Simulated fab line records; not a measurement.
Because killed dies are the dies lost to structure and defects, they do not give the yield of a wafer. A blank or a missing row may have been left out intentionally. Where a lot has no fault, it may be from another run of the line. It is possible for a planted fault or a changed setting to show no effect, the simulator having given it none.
fab line records :: flow gf180mcu
[record]
  lots = 14
  wafers = 42
  lastDay = 34
route steps=602 shown V2@394
lots that met no fault: from a run of the same line without faults
startH: start of the lot's first displayed wafer, in hours after the record's first day :: waitH: hours elapsed since this lot's preceding step :: " as in the row above :: L1.1+2: a row that stands for several wafers :: - either no value or no given start :: * or withheld: withheld :: < > ~ a bound
route shown NAME@n: names a module that has steps shown in the file, with the first one's number in the route :: usual: mean/standard deviation taken from wafers without a fault :: same: alike in all rows :: chamber/n: place in a boat :: sites: readings site by site :: _std_site: standard deviation of those values :: _edge_site: mean of outer sites minus mean of inner sites :: radiusMm: how far each site lies from the wafer's centre :: mask NAME#n: copy n :: behind: the tool/chamber that last shaped the wafer :: hold: reason for holding the lot/hours on hold/outcome of the hold :: device: transistor that didn't switch, given as n, p or np :: end of line: tests of these same wafers at the route's end :: step lacking rows: just its recipe :: killed: dies that structure and defects cost at the first sort, which is not the same as the wafer's yield :: map: per-die view of a wafer (x killed, . not killed, _ where there is no die)
set.NAME: the setting that was run; set.NAME@STEP: the one run at that earlier step :: model.NAME: the simulator's own value behind a step, which no gauge read
a sample of lots followed through the steps of the route, with each step as a table and each wafer as a row
services: from which hour (startH, from the record's first day; less than 0 if before it) a tool's chamber was out of use, for how many hours, and why
[[steps]]
[step GF_V2_PEB_12]
[recipe]
  pebTempC = 135
  pebTimeS = 87.81
  resist = KrF
[usual]
  chillPlateTempC = 23.00/0.11
  exhaustPa = 45.2/0.83
  pebTimeS = 87.81/0
lot.wafer: L154.1
tool: lithoTrack-03
chamber: 0
startH: 482.59
waitH: -
chillPlateTempC: 23.05
exhaustPa: 45.7
pebTimeS: 87.81

lot.wafer: L154.3
tool: lithoTrack-03
chamber: 0
startH: 482.59
waitH: -
chillPlateTempC: 22.98
exhaustPa: 46.0
pebTimeS: 87.81

lot.wafer: L154.6
tool: lithoTrack-03
chamber: 0
startH: 482.59
waitH: -
chillPlateTempC: 23.23
exhaustPa: 46.3
pebTimeS: 87.81

lot.wafer: L155.2
tool: lithoTrack-02
chamber: 0
startH: 489.72
waitH: -
chillPlateTempC: 23.12
exhaustPa: 44.9
pebTimeS: 87.81

lot.wafer: L155.4
tool: lithoTrack-02
chamber: 0
startH: 489.72
waitH: -
chillPlateTempC: 23.00
exhaustPa: 45.7
pebTimeS: 87.81

lot.wafer: L155.6
tool: lithoTrack-02
chamber: 0
startH: 489.72
waitH: -
chillPlateTempC: 23.09
exhaustPa: 46.3
pebTimeS: 87.81

lot.wafer: L156.3
tool: lithoTrack-03
chamber: 0
startH: 500.70
waitH: -
chillPlateTempC: 22.80
exhaustPa: 45.8
pebTimeS: 87.81

lot.wafer: L156.4
tool: lithoTrack-03
chamber: 0
startH: 500.70
waitH: -
chillPlateTempC: 22.91
exhaustPa: 44.4
pebTimeS: 87.81

lot.wafer: L156.5
tool: lithoTrack-03
chamber: 0
startH: 500.70
waitH: -
chillPlateTempC: 22.67
exhaustPa: 45.0
pebTimeS: 87.81

lot.wafer: L157.1
tool: lithoTrack-03
chamber: 0
startH: 501.34
waitH: -
chillPlateTempC: 23.15
exhaustPa: 44.7
pebTimeS: 87.81

lot.wafer: L157.4
tool: lithoTrack-03
chamber: 0
startH: 501.34
waitH: -
chillPlateTempC: 23.08
exhaustPa: 46.2
pebTimeS: 87.81

lot.wafer: L157.6
tool: lithoTrack-03
chamber: 0
startH: 501.34
waitH: -
chillPlateTempC: 22.99
exhaustPa: 44.6
pebTimeS: 87.81

lot.wafer: L158.1
tool: lithoTrack-01
chamber: 0
startH: 505.18
waitH: -
chillPlateTempC: 23.20
exhaustPa: 44.3
pebTimeS: 87.81

lot.wafer: L158.2
tool: lithoTrack-01
chamber: 0
startH: 505.18
waitH: -
chillPlateTempC: 23.16
exhaustPa: 44.4
pebTimeS: 87.81

lot.wafer: L158.6
tool: lithoTrack-01
chamber: 0
startH: 505.18
waitH: -
chillPlateTempC: 23.16
exhaustPa: 45.1
pebTimeS: 87.81

lot.wafer: L160.1
tool: lithoTrack-03
chamber: 0
startH: 518.29
waitH: -
chillPlateTempC: 23.15
exhaustPa: 45.6
pebTimeS: 87.81

lot.wafer: L160.2
tool: lithoTrack-03
chamber: 0
startH: 518.29
waitH: -
chillPlateTempC: 22.99
exhaustPa: 45.5
pebTimeS: 87.81

lot.wafer: L160.5
tool: lithoTrack-03
chamber: 0
startH: 518.29
waitH: -
chillPlateTempC: 22.82
exhaustPa: 45.7
pebTimeS: 87.81

lot.wafer: L162.1
tool: lithoTrack-02
chamber: 0
startH: 534.79
waitH: -
chillPlateTempC: 22.91
exhaustPa: 45.8
pebTimeS: 87.81

lot.wafer: L162.3
tool: lithoTrack-02
chamber: 0
startH: 534.79
waitH: -
chillPlateTempC: 22.94
exhaustPa: 45.3
pebTimeS: 87.81

lot.wafer: L162.6
tool: lithoTrack-02
chamber: 0
startH: 534.79
waitH: -
chillPlateTempC: 22.92
exhaustPa: 46.0
pebTimeS: 87.81

lot.wafer: L165.2
tool: lithoTrack-01
chamber: -
startH: 557.27
waitH: -
chillPlateTempC: -
exhaustPa: -
pebTimeS: -

lot.wafer: L165.4
tool: lithoTrack-01
chamber: -
startH: 557.27
waitH: -
chillPlateTempC: -
exhaustPa: -
pebTimeS: -

lot.wafer: L165.6
tool: lithoTrack-01
chamber: -
startH: 557.27
waitH: -
chillPlateTempC: -
exhaustPa: -
pebTimeS: -

lot.wafer: L166.1
tool: lithoTrack-01
chamber: -
startH: 573.88
waitH: -
chillPlateTempC: -
exhaustPa: -
pebTimeS: -

lot.wafer: L166.3
tool: lithoTrack-01
chamber: -
startH: 573.88
waitH: -
chillPlateTempC: -
exhaustPa: -
pebTimeS: -

lot.wafer: L166.4
tool: lithoTrack-01
chamber: -
startH: 573.88
waitH: -
chillPlateTempC: -
exhaustPa: -
pebTimeS: -

lot.wafer: L171.3
tool: lithoTrack-02
chamber: 0
startH: 605.35
waitH: -
chillPlateTempC: 23.02
exhaustPa: 44.0
pebTimeS: 87.81

lot.wafer: L171.4
tool: lithoTrack-02
chamber: 0
startH: 605.35
waitH: -
chillPlateTempC: 23.09
exhaustPa: 45.0
pebTimeS: 87.81

lot.wafer: L171.5
tool: lithoTrack-02
chamber: 0
startH: 605.35
waitH: -
chillPlateTempC: 23.05
exhaustPa: 45.4
pebTimeS: 87.81

lot.wafer: L172.1
tool: lithoTrack-01
chamber: 0
startH: 611.68
waitH: -
chillPlateTempC: 23.07
exhaustPa: 46.1
pebTimeS: 87.81

lot.wafer: L172.3
tool: lithoTrack-01
chamber: 0
startH: 611.68
waitH: -
chillPlateTempC: 22.91
exhaustPa: 44.7
pebTimeS: 87.81

lot.wafer: L172.5
tool: lithoTrack-01
chamber: 0
startH: 611.68
waitH: -
chillPlateTempC: 22.92
exhaustPa: 46.3
pebTimeS: 87.81

lot.wafer: L173.1
tool: lithoTrack-03
chamber: 0
startH: 615.04
waitH: -
chillPlateTempC: 22.98
exhaustPa: 46.3
pebTimeS: 87.81

lot.wafer: L173.2
tool: lithoTrack-03
chamber: 0
startH: 615.04
waitH: -
chillPlateTempC: 22.87
exhaustPa: 45.9
pebTimeS: 87.81

lot.wafer: L173.5
tool: lithoTrack-03
chamber: 0
startH: 615.04
waitH: -
chillPlateTempC: 22.99
exhaustPa: 47.3
pebTimeS: 87.81

lot.wafer: L176.2
tool: lithoTrack-03
chamber: 0
startH: 635.67
waitH: -
chillPlateTempC: 23.01
exhaustPa: 44.5
pebTimeS: 87.81

lot.wafer: L176.3
tool: lithoTrack-03
chamber: 0
startH: 635.67
waitH: -
chillPlateTempC: 22.99
exhaustPa: 44.5
pebTimeS: 87.81

lot.wafer: L176.6
tool: lithoTrack-03
chamber: 0
startH: 635.67
waitH: -
chillPlateTempC: 23.23
exhaustPa: 43.6
pebTimeS: 87.81

lot.wafer: L177.4
tool: lithoTrack-02
chamber: 0
startH: 640.38
waitH: -
chillPlateTempC: 23.09
exhaustPa: 44.9
pebTimeS: 87.81

lot.wafer: L177.5
tool: lithoTrack-02
chamber: 0
startH: 640.38
waitH: -
chillPlateTempC: 22.85
exhaustPa: 43.6
pebTimeS: 87.81

lot.wafer: L177.6
tool: lithoTrack-02
chamber: 0
startH: 640.38
waitH: -
chillPlateTempC: 23.01
exhaustPa: 43.6
pebTimeS: 87.81
[step GF_V2_CD_MEAS_14]
[recipe]
  targetCdNm = 260
[usual]
  cdNm = 260.0/1.4
lot.wafer: L154.1
tool: cdSem-01
chamber: -
startH: 482.94
waitH: 0.1
cdNm: 260.7

lot.wafer: L154.3
tool: cdSem-01
chamber: -
startH: 482.94
waitH: 0.1
cdNm: 261.5

lot.wafer: L154.6
tool: cdSem-01
chamber: -
startH: 482.94
waitH: 0.1
cdNm: 260.8

lot.wafer: L155.2
tool: cdSem-01
chamber: -
startH: 490.06
waitH: 0.1
cdNm: 260.8

lot.wafer: L155.4
tool: cdSem-01
chamber: -
startH: 490.06
waitH: 0.1
cdNm: 260.1

lot.wafer: L155.6
tool: cdSem-01
chamber: -
startH: 490.06
waitH: 0.1
cdNm: 259.7

lot.wafer: L156.3
tool: cdSem-02
chamber: -
startH: 501.03
waitH: 0.1
cdNm: 259.6

lot.wafer: L156.4
tool: cdSem-02
chamber: -
startH: 501.03
waitH: 0.1
cdNm: 259.4

lot.wafer: L156.5
tool: cdSem-02
chamber: -
startH: 501.03
waitH: 0.1
cdNm: 258.4

lot.wafer: L157.1
tool: cdSem-02
chamber: -
startH: 501.69
waitH: 0.1
cdNm: 259.5

lot.wafer: L157.4
tool: cdSem-02
chamber: -
startH: 501.69
waitH: 0.1
cdNm: 258.8

lot.wafer: L157.6
tool: cdSem-02
chamber: -
startH: 501.69
waitH: 0.1
cdNm: 259.4

lot.wafer: L158.1
tool: cdSem-02
chamber: -
startH: 505.53
waitH: 0.1
cdNm: 260.7

lot.wafer: L158.2
tool: cdSem-02
chamber: -
startH: 505.53
waitH: 0.1
cdNm: 261.1

lot.wafer: L158.6
tool: cdSem-02
chamber: -
startH: 505.53
waitH: 0.1
cdNm: 260.6

lot.wafer: L160.1
tool: cdSem-02
chamber: -
startH: 518.64
waitH: 0.1
cdNm: 257.2

lot.wafer: L160.2
tool: cdSem-02
chamber: -
startH: 518.64
waitH: 0.1
cdNm: 257.1

lot.wafer: L160.5
tool: cdSem-02
chamber: -
startH: 518.64
waitH: 0.1
cdNm: 258.3

lot.wafer: L162.1
tool: cdSem-01
chamber: -
startH: 535.26
waitH: 0.3
cdNm: 260.4

lot.wafer: L162.3
tool: cdSem-01
chamber: -
startH: 535.26
waitH: 0.3
cdNm: 260.3

lot.wafer: L162.6
tool: cdSem-01
chamber: -
startH: 535.26
waitH: 0.3
cdNm: 259.9

lot.wafer: L165.2
tool: cdSem-02
chamber: -
startH: 557.60
waitH: 0.1
cdNm: -

lot.wafer: L165.4
tool: cdSem-02
chamber: -
startH: 557.60
waitH: 0.1
cdNm: -

lot.wafer: L165.6
tool: cdSem-02
chamber: -
startH: 557.60
waitH: 0.1
cdNm: -

lot.wafer: L166.1
tool: cdSem-01
chamber: -
startH: 574.23
waitH: 0.1
cdNm: -

lot.wafer: L166.3
tool: cdSem-01
chamber: -
startH: 574.23
waitH: 0.1
cdNm: -

lot.wafer: L166.4
tool: cdSem-01
chamber: -
startH: 574.23
waitH: 0.1
cdNm: -

lot.wafer: L171.3
tool: cdSem-01
chamber: -
startH: 605.67
waitH: 0.1
cdNm: 260.9

lot.wafer: L171.4
tool: cdSem-01
chamber: -
startH: 605.67
waitH: 0.1
cdNm: 259.8

lot.wafer: L171.5
tool: cdSem-01
chamber: -
startH: 605.67
waitH: 0.1
cdNm: 259.9

lot.wafer: L172.1
tool: cdSem-01
chamber: -
startH: 612.03
waitH: 0.1
cdNm: 261.3

lot.wafer: L172.3
tool: cdSem-01
chamber: -
startH: 612.03
waitH: 0.1
cdNm: 260.1

lot.wafer: L172.5
tool: cdSem-01
chamber: -
startH: 612.03
waitH: 0.1
cdNm: 261.2

lot.wafer: L173.1
tool: cdSem-02
chamber: -
startH: 615.39
waitH: 0.1
cdNm: 258.6

lot.wafer: L173.2
tool: cdSem-02
chamber: -
startH: 615.39
waitH: 0.1
cdNm: 259.4

lot.wafer: L173.5
tool: cdSem-02
chamber: -
startH: 615.39
waitH: 0.1
cdNm: 259.3

lot.wafer: L176.2
tool: cdSem-02
chamber: -
startH: 636.01
waitH: 0.1
cdNm: 259.6

lot.wafer: L176.3
tool: cdSem-02
chamber: -
startH: 636.01
waitH: 0.1
cdNm: 258.9

lot.wafer: L176.6
tool: cdSem-02
chamber: -
startH: 636.01
waitH: 0.1
cdNm: 260.1

lot.wafer: L177.4
tool: cdSem-01
chamber: -
startH: 640.69
waitH: 0.1
cdNm: 260.9

lot.wafer: L177.5
tool: cdSem-01
chamber: -
startH: 640.69
waitH: 0.1
cdNm: 259.5

lot.wafer: L177.6
tool: cdSem-01
chamber: -
startH: 640.69
waitH: 0.1
cdNm: 259.9
[step GF_V2_OVL_MEAS_15]
[usual]
  V2_OVL = 1/5.3
lot.wafer: L154.1
tool: overlay-01
chamber: -
startH: 483.06
waitH: 0.1
V2_OVL[nm]: 3

lot.wafer: L154.3
tool: overlay-01
chamber: -
startH: 483.06
waitH: 0.1
V2_OVL[nm]: 2

lot.wafer: L154.6
tool: overlay-01
chamber: -
startH: 483.06
waitH: 0.1
V2_OVL[nm]: 7

lot.wafer: L155.2
tool: overlay-02
chamber: -
startH: 490.16
waitH: 0.1
V2_OVL[nm]: -9

lot.wafer: L155.4
tool: overlay-02
chamber: -
startH: 490.16
waitH: 0.1
V2_OVL[nm]: -7

lot.wafer: L155.6
tool: overlay-02
chamber: -
startH: 490.16
waitH: 0.1
V2_OVL[nm]: -1

lot.wafer: L156.3
tool: overlay-02
chamber: -
startH: 501.12
waitH: 0.1
V2_OVL[nm]: 0

lot.wafer: L156.4
tool: overlay-02
chamber: -
startH: 501.12
waitH: 0.1
V2_OVL[nm]: 8

lot.wafer: L156.5
tool: overlay-02
chamber: -
startH: 501.12
waitH: 0.1
V2_OVL[nm]: 4

lot.wafer: L157.1
tool: overlay-01
chamber: -
startH: 501.81
waitH: 0.1
V2_OVL[nm]: -1

lot.wafer: L157.4
tool: overlay-01
chamber: -
startH: 501.81
waitH: 0.1
V2_OVL[nm]: -4

lot.wafer: L157.6
tool: overlay-01
chamber: -
startH: 501.81
waitH: 0.1
V2_OVL[nm]: 0

lot.wafer: L158.1
tool: overlay-01
chamber: -
startH: 505.65
waitH: 0.1
V2_OVL[nm]: 2

lot.wafer: L158.2
tool: overlay-01
chamber: -
startH: 505.65
waitH: 0.1
V2_OVL[nm]: -10

lot.wafer: L158.6
tool: overlay-01
chamber: -
startH: 505.65
waitH: 0.1
V2_OVL[nm]: -3

lot.wafer: L160.1
tool: overlay-02
chamber: -
startH: 518.76
waitH: 0.1
V2_OVL[nm]: 5

lot.wafer: L160.2
tool: overlay-02
chamber: -
startH: 518.76
waitH: 0.1
V2_OVL[nm]: 5

lot.wafer: L160.5
tool: overlay-02
chamber: -
startH: 518.76
waitH: 0.1
V2_OVL[nm]: 9

lot.wafer: L162.1
tool: overlay-02
chamber: -
startH: 535.38
waitH: 0.1
V2_OVL[nm]: 10

lot.wafer: L162.3
tool: overlay-02
chamber: -
startH: 535.38
waitH: 0.1
V2_OVL[nm]: -1

lot.wafer: L162.6
tool: overlay-02
chamber: -
startH: 535.38
waitH: 0.1
V2_OVL[nm]: 7

lot.wafer: L165.2
tool: overlay-01
chamber: -
startH: 557.71
waitH: 0.1
V2_OVL[nm]: -

lot.wafer: L165.4
tool: overlay-01
chamber: -
startH: 557.71
waitH: 0.1
V2_OVL[nm]: -

lot.wafer: L165.6
tool: overlay-01
chamber: -
startH: 557.71
waitH: 0.1
V2_OVL[nm]: -

lot.wafer: L166.1
tool: overlay-02
chamber: -
startH: 574.35
waitH: 0.1
V2_OVL[nm]: -

lot.wafer: L166.3
tool: overlay-02
chamber: -
startH: 574.35
waitH: 0.1
V2_OVL[nm]: -

lot.wafer: L166.4
tool: overlay-02
chamber: -
startH: 574.35
waitH: 0.1
V2_OVL[nm]: -

lot.wafer: L171.3
tool: overlay-01
chamber: -
startH: 605.77
waitH: 0.1
V2_OVL[nm]: -3

lot.wafer: L171.4
tool: overlay-01
chamber: -
startH: 605.77
waitH: 0.1
V2_OVL[nm]: -7

lot.wafer: L171.5
tool: overlay-01
chamber: -
startH: 605.77
waitH: 0.1
V2_OVL[nm]: 8

lot.wafer: L172.1
tool: overlay-01
chamber: -
startH: 612.15
waitH: 0.1
V2_OVL[nm]: -3

lot.wafer: L172.3
tool: overlay-01
chamber: -
startH: 612.15
waitH: 0.1
V2_OVL[nm]: 3

lot.wafer: L172.5
tool: overlay-01
chamber: -
startH: 612.15
waitH: 0.1
V2_OVL[nm]: 2

lot.wafer: L173.1
tool: overlay-02
chamber: -
startH: 615.51
waitH: 0.1
V2_OVL[nm]: -4

lot.wafer: L173.2
tool: overlay-02
chamber: -
startH: 615.51
waitH: 0.1
V2_OVL[nm]: 0

lot.wafer: L173.5
tool: overlay-02
chamber: -
startH: 615.51
waitH: 0.1
V2_OVL[nm]: -4

lot.wafer: L176.2
tool: overlay-02
chamber: -
startH: 636.11
waitH: 0.1
V2_OVL[nm]: -5

lot.wafer: L176.3
tool: overlay-02
chamber: -
startH: 636.11
waitH: 0.1
V2_OVL[nm]: 0

lot.wafer: L176.6
tool: overlay-02
chamber: -
startH: 636.11
waitH: 0.1
V2_OVL[nm]: 6

lot.wafer: L177.4
tool: overlay-02
chamber: -
startH: 640.77
waitH: 0.1
V2_OVL[nm]: 0

lot.wafer: L177.5
tool: overlay-02
chamber: -
startH: 640.77
waitH: 0.1
V2_OVL[nm]: -7

lot.wafer: L177.6
tool: overlay-02
chamber: -
startH: 640.77
waitH: 0.1
V2_OVL[nm]: 3
[step GF_V2_SPUTTER_22]
[recipe]
  material = TiN
  targetThkNm = 10
  chamberPressurePa = 5
  powerW = 4000
  timeS = 40
[usual]
  throttleValvePct = 29.9/1.3
lot.wafer: L154.1
tool: pvdSputter-04
chamber: -
startH: 483.82
waitH: 0.0
throttleValvePct: 30.6

lot.wafer: L154.3
tool: pvdSputter-04
chamber: -
startH: 483.82
waitH: 0.0
throttleValvePct: 30.3

lot.wafer: L154.6
tool: pvdSputter-04
chamber: -
startH: 483.82
waitH: 0.0
throttleValvePct: 30.9

lot.wafer: L155.2
tool: pvdSputter-01
chamber: -
startH: 490.95
waitH: 0.0
throttleValvePct: 29.1

lot.wafer: L155.4
tool: pvdSputter-01
chamber: -
startH: 490.95
waitH: 0.0
throttleValvePct: 29.6

lot.wafer: L155.6
tool: pvdSputter-01
chamber: -
startH: 490.95
waitH: 0.0
throttleValvePct: 27.0

lot.wafer: L156.3
tool: pvdSputter-04
chamber: -
startH: 501.90
waitH: 0.0
throttleValvePct: 30.9

lot.wafer: L156.4
tool: pvdSputter-04
chamber: -
startH: 501.90
waitH: 0.0
throttleValvePct: 31.4

lot.wafer: L156.5
tool: pvdSputter-04
chamber: -
startH: 501.90
waitH: 0.0
throttleValvePct: 29.9

lot.wafer: L157.1
tool: pvdSputter-03
chamber: -
startH: 502.58
waitH: 0.0
throttleValvePct: 29.6

lot.wafer: L157.4
tool: pvdSputter-03
chamber: -
startH: 502.58
waitH: 0.0
throttleValvePct: 28.3

lot.wafer: L157.6
tool: pvdSputter-03
chamber: -
startH: 502.58
waitH: 0.0
throttleValvePct: 28.6

lot.wafer: L158.1
tool: pvdSputter-03
chamber: -
startH: 506.42
waitH: 0.0
throttleValvePct: 28.0

lot.wafer: L158.2
tool: pvdSputter-03
chamber: -
startH: 506.42
waitH: 0.0
throttleValvePct: 31.4

lot.wafer: L158.6
tool: pvdSputter-03
chamber: -
startH: 506.42
waitH: 0.0
throttleValvePct: 31.5

lot.wafer: L160.1
tool: pvdSputter-03
chamber: -
startH: 519.56
waitH: 0.0
throttleValvePct: 28.9

lot.wafer: L160.2
tool: pvdSputter-03
chamber: -
startH: 519.56
waitH: 0.0
throttleValvePct: 29.4

lot.wafer: L160.5
tool: pvdSputter-03
chamber: -
startH: 519.56
waitH: 0.0
throttleValvePct: 29.1

lot.wafer: L162.1
tool: pvdSputter-04
chamber: -
startH: 536.21
waitH: 0.0
throttleValvePct: 30.0

lot.wafer: L162.3
tool: pvdSputter-04
chamber: -
startH: 536.21
waitH: 0.0
throttleValvePct: 31.0

lot.wafer: L162.6
tool: pvdSputter-04
chamber: -
startH: 536.21
waitH: 0.0
throttleValvePct: 31.3

lot.wafer: L165.2
tool: pvdSputter-03
chamber: -
startH: 558.50
waitH: 0.0
throttleValvePct: 31.5

lot.wafer: L165.4
tool: pvdSputter-03
chamber: -
startH: 558.50
waitH: 0.0
throttleValvePct: 29.2

lot.wafer: L165.6
tool: pvdSputter-03
chamber: -
startH: 558.50
waitH: 0.0
throttleValvePct: 29.2

lot.wafer: L166.1
tool: pvdSputter-03
chamber: -
startH: 575.11
waitH: 0.0
throttleValvePct: 29.2

lot.wafer: L166.3
tool: pvdSputter-03
chamber: -
startH: 575.11
waitH: 0.0
throttleValvePct: 28.5

lot.wafer: L166.4
tool: pvdSputter-03
chamber: -
startH: 575.11
waitH: 0.0
throttleValvePct: 29.5

lot.wafer: L171.3
tool: pvdSputter-01
chamber: -
startH: 606.51
waitH: 0.0
throttleValvePct: 29.2

lot.wafer: L171.4
tool: pvdSputter-01
chamber: -
startH: 606.51
waitH: 0.0
throttleValvePct: 31.2

lot.wafer: L171.5
tool: pvdSputter-01
chamber: -
startH: 606.51
waitH: 0.0
throttleValvePct: 29.3

lot.wafer: L172.1
tool: pvdSputter-03
chamber: -
startH: 612.94
waitH: 0.0
throttleValvePct: 28.2

lot.wafer: L172.3
tool: pvdSputter-03
chamber: -
startH: 612.94
waitH: 0.0
throttleValvePct: 31.5

lot.wafer: L172.5
tool: pvdSputter-03
chamber: -
startH: 612.94
waitH: 0.0
throttleValvePct: 31.5

lot.wafer: L173.1
tool: pvdSputter-01
chamber: -
startH: 616.30
waitH: 0.0
throttleValvePct: 26.7

lot.wafer: L173.2
tool: pvdSputter-01
chamber: -
startH: 616.30
waitH: 0.0
throttleValvePct: 30.5

lot.wafer: L173.5
tool: pvdSputter-01
chamber: -
startH: 616.30
waitH: 0.0
throttleValvePct: 26.8

lot.wafer: L176.2
tool: pvdSputter-04
chamber: -
startH: 636.87
waitH: 0.0
throttleValvePct: 29.9

lot.wafer: L176.3
tool: pvdSputter-04
chamber: -
startH: 636.87
waitH: 0.0
throttleValvePct: 31.0

lot.wafer: L176.6
tool: pvdSputter-04
chamber: -
startH: 636.87
waitH: 0.0
throttleValvePct: 31.3

lot.wafer: L177.4
tool: pvdSputter-03
chamber: -
startH: 641.51
waitH: 0.0
throttleValvePct: 31.5

lot.wafer: L177.5
tool: pvdSputter-03
chamber: -
startH: 641.51
waitH: 0.0
throttleValvePct: 31.5

lot.wafer: L177.6
tool: pvdSputter-03
chamber: -
startH: 641.51
waitH: 0.0
throttleValvePct: 28.5
[[services]]
tool: pvdSputter-03
chamber: -
startH: 481.84
hours: 11.0
kind: repair

tool: pvdSputter-01
chamber: -
startH: 527.12
hours: 4.0
kind: repair

tool: pvdSputter-03
chamber: -
startH: 540.14
hours: 2.9
kind: repair

tool: pvdSputter-04
chamber: -
startH: 561.00
hours: 1.6
kind: repair

tool: pvdSputter-04
chamber: -
startH: 618.24
hours: 2.5
kind: repair
[[key]]
[firstSign]
  step = GF_V2_PEB_12
  reading = toolRecord
  direction = missing
effect none on later readings
metAt GF_V2_PEB_12
struckLots L165,L166
laterRowsLeftOut L165.2,L165.4,L165.6,L166.1,L166.3,L166.4
sortLeftOut L165.2,L165.4,L165.6,L166.1,L166.3,L166.4
notActingAt GF_V2_CD_MEAS_14,GF_V2_OVL_MEAS_15,GF_V2_SPUTTER_22
onsetBetween 505.18 557.27
[fault]
  kind = skippedStepWhole
  tool = lithoTrack-01
  chamber = -
  onsetH = 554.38
  steps = GF_V2_PEB_12
  scope = struckLotsOnly
// sortLeftOut: the simulated sort isn't trusted on such a fault, so these wafers' sort isn't shown, and their yield isn't known
// laterRowsLeftOut: the simulator's readings of these wafers behind a module that went badly wrong aren't trusted and aren't shown, but for the sort
